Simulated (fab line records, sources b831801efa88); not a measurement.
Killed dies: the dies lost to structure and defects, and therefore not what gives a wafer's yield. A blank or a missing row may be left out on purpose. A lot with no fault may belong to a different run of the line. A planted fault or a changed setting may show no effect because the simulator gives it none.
A lot that was struck, set against a sound lot || flow sky130 || 17 out of 708 route steps
Sound: the wafers L723.3, L723.4, L723.6. Struck: wafer L717.1. (L717.5, L717.6 of the same lot were not struck and are left out.) The cause comes at the end.
Each step with rows lists, per side, the tool, then ch with its chambers, then its first start. Under that, the readings that differ: sound wafers || struck wafers || difference of the means || sigmas: that difference in standard deviations of wafers without a fault.
alike: readings whose means differ by less than 2 such deviations, and words and numbers that are the same on both sides. not compared: withheld readings, readings that some wafer has no value for, bounds like >300 that may hide the same value, and numbers for which the record gives no deviation and whose values overlap.
Wherever a step has rows on one side only, a row that says differs or no value, or a row with sigmas, the two part there. Non-overlapping numbers with no deviation appear without sigmas and do not part them. Lack of a reading on every wafer of one side parts them only where that side has two or more wafers.

SKY_VT_ADJUST_HVTP_OVL_MEAS_08:
  struck on overlay-01, day 7 21:10; sound on overlay-02, day 9 08:24
  alike: VT_ADJUST_HVTP_OVL
following that, these wafers have no rows for 1 step: SKY_VT_ADJUST_HVTP_IMPLANT_09.
SKY_VT_ADJUST_HVTP_STRIP_10: strips in O2/N2.
  sound on plasmaAsher-03 ch 0,1, day 9 08:36; struck on plasmaAsher-04 ch 0, day 7 21:21
{"reading": "drypumpMotorCurrentA (A)", "sound": "5.2 5.9 5.2", "struck": 6.1, "difference": "+0.7", "sigmas": "+2"}
{"reading": "rfHoursCounterH (h)", "sound": "- - -", "struck": 4, "difference": "no value on the sound wafers", "sigmas": ""}
  alike: oesProductAu, stripTimeToEndpointS
SKY_VT_ADJUST_HVTP_TW_MEAS_11:
  struck on filmMetro-02, day 7 21:27; sound on filmMetro-03, day 9 08:41
  alike: VT_ADJUST_HVTP_TW
then, 7 steps without rows for these wafers: SKY_VT_ADJUST_LVTN_DEHYDRATE_00 (time 60 s); SKY_VT_ADJUST_LVTN_HMDS_01 (prime time 60 s); SKY_VT_ADJUST_LVTN_COAT_02 (resist thk 3000 nm); SKY_VT_ADJUST_LVTN_SOFTBAKE_03; SKY_VT_ADJUST_LVTN_EXPOSE_04 (exposes mask NWM COMPLEMENT LESS NATIVE, target cd 840 nm); SKY_VT_ADJUST_LVTN_PEB_05; SKY_VT_ADJUST_LVTN_DEVELOP_06 (develop time 60 s).
SKY_VT_ADJUST_LVTN_OVL_MEAS_07:
  struck on overlay-02, day 8 17:28; sound on overlay-01, day 10 05:53
  alike: VT_ADJUST_LVTN_OVL
SKY_VT_ADJUST_LVTN_IMPLANT_08:
  sound on implanter-01 ch 0, day 10 05:58; struck on implanter-03 ch 0, day 8 17:30
SKY_VT_ADJUST_LVTN_STRIP_09: strips in O2/N2.
  sound on plasmaAsher-02 ch 0,1, day 10 06:06; struck on plasmaAsher-02 ch 0, day 8 17:39
{"reading": "rfHoursCounterH (h)", "sound": "- - -", "struck": 36, "difference": "no value on the sound wafers", "sigmas": ""}
{"reading": "stripTimeToEndpointS (s)", "sound": "36.70 36.81 36.68", "struck": 36.99, "difference": "+0.26", "sigmas": "+3"}
  alike: drypumpMotorCurrentA, oesProductAu
SKY_VT_ADJUST_LVTN_TW_MEAS_10:
  struck on filmMetro-03, day 8 17:45; sound on filmMetro-03, day 10 06:11
{"reading": "VT_ADJUST_LVTN_TW", "sound": "239.8 240.5 240.3", "struck": 231.7, "difference": -8.5, "sigmas": -5}
then, 1 step without rows for these wafers: SKY_VT_ADJUST_LVTN_DEHYDRATE_11 (time 60 s).
-- record jumps: 39 days separate the struck wafers' starts on either side; left off in module VT_ADJUST_LVTN, taken up again in module PAD_OPEN, whose first shown step is the route's number 708 --
SKY_PAD_OPEN_PROBE_99:
  struck on prober-02, day 47 14:20; sound on prober-02, day 48 18:14
{"reading": "killedDies", "sound": "83 90 82", "struck": 104, "difference": "+19", "sigmas": "+2"}
{"reading": "model.etest.nfet_01v8_lvt.bodyRiseV (V)", "sound": "0.1507 0.1519 0.1509", "struck": 0.1444, "difference": -0.0068, "sigmas": ""}
  alike: killed_at_M0_to_M3, killed_at_M4_up, killedAtContacts, killedAtFrontEnd, killedAtOther, killedOpen, killedShort

## WHERE THEY PART
Last at SKY_PAD_OPEN_PROBE_99 as far as this record goes, first at SKY_VT_ADJUST_HVTP_STRIP_10.

WHY: the cause the simulator had injected
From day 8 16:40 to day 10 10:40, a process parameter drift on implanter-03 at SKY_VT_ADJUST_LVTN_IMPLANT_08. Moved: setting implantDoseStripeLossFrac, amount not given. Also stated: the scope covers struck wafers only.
